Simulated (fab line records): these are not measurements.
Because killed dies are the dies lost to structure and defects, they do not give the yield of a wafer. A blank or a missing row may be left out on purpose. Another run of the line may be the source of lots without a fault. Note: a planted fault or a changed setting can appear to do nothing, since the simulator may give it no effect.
Matching of chambers + flow sky130 + SKY_VIA1_HDPCVD_00 on hdpcvd-01 has 3 sister chambers
The step deposits SiO2, target thk 1030 nm, time 171.7 s. 16 wafers are shown with their chamber, then 8 later ones without.

## EACH WAFER AND ITS CHAMBER
| wafer  | chamber | susceptor-temp-C (C) |
|--------|---------|----------------------|
| L675.2 | 2       | 399.64               |
| L675.4 | 1       | 399.56               |
| L675.6 | 2       | 399.64               |
| L678.3 | 0       | 399.92               |
| L678.5 | 1       | 400.10               |
| L678.6 | 2       | 400.00               |
| L679.1 | 0       | 400.17               |
| L679.3 | 2       | 400.07               |
| L679.5 | 2       | 400.16               |
| L681.2 | 2       | 400.13               |
| L681.5 | 1       | 400.07               |
| L681.6 | 0       | 399.57               |
| L685.1 | 0       | 400.37               |
| L685.2 | 1       | 399.97               |
| L685.6 | 1       | 400.05               |
| L687.4 | 2       | 400.22               |

SIGNATURES, as means of the wafers listed above
| reading          | chamber 0 | chamber 1 | chamber 2 | scatter within a chamber |
|------------------|-----------|-----------|-----------|--------------------------|
| susceptor-temp-C | 400.0075  | 399.9500  | 399.9800  | 0.264                    |
Rule: a wafer lies at a distance from a chamber equal to the root of the sum of squares, over the readings, of (its reading less the chamber's mean, divided by the reading's scatter). The wafer belongs to the nearest chamber; if the next one is less than 2 further off, it can't be placed. How the scatter is found: for the shown wafers, subtract from each reading the mean of its chamber, square and add these, divide the total by (wafers less chambers), then take the root.

## WAFERS MISSING THEIR CHAMBER
| wafer  | susceptor-temp-C (C) |
|--------|----------------------|
| L687.5 | 399.42               |
| L687.6 | 399.83               |
| L690.1 | 399.88               |
| L690.3 | 400.19               |
| L690.6 | 400.02               |
| L689.4 | 399.73               |
| L689.5 | 400.19               |
| L689.6 | 400.18               |

## EACH ONE'S CHAMBER
| wafer  | from the rows above          | in truth |
|--------|------------------------------|----------|
| L687.5 | can't be placed: 1 or 2 or 0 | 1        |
| L687.6 | can't be placed: 1 or 2 or 0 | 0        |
| L690.1 | can't be placed: 1 or 2 or 0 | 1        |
| L690.3 | can't be placed: 0 or 2 or 1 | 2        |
| L690.6 | can't be placed: 0 or 2 or 1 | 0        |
| L689.4 | can't be placed: 1 or 2 or 0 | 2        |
| L689.5 | can't be placed: 0 or 2 or 1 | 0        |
| L689.6 | can't be placed: 0 or 2 or 1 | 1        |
Correctly placed: 0 of 8. From these rows, 8 cannot be placed; in 8 the true chamber is one of the candidates. Number placed wrongly: 0.
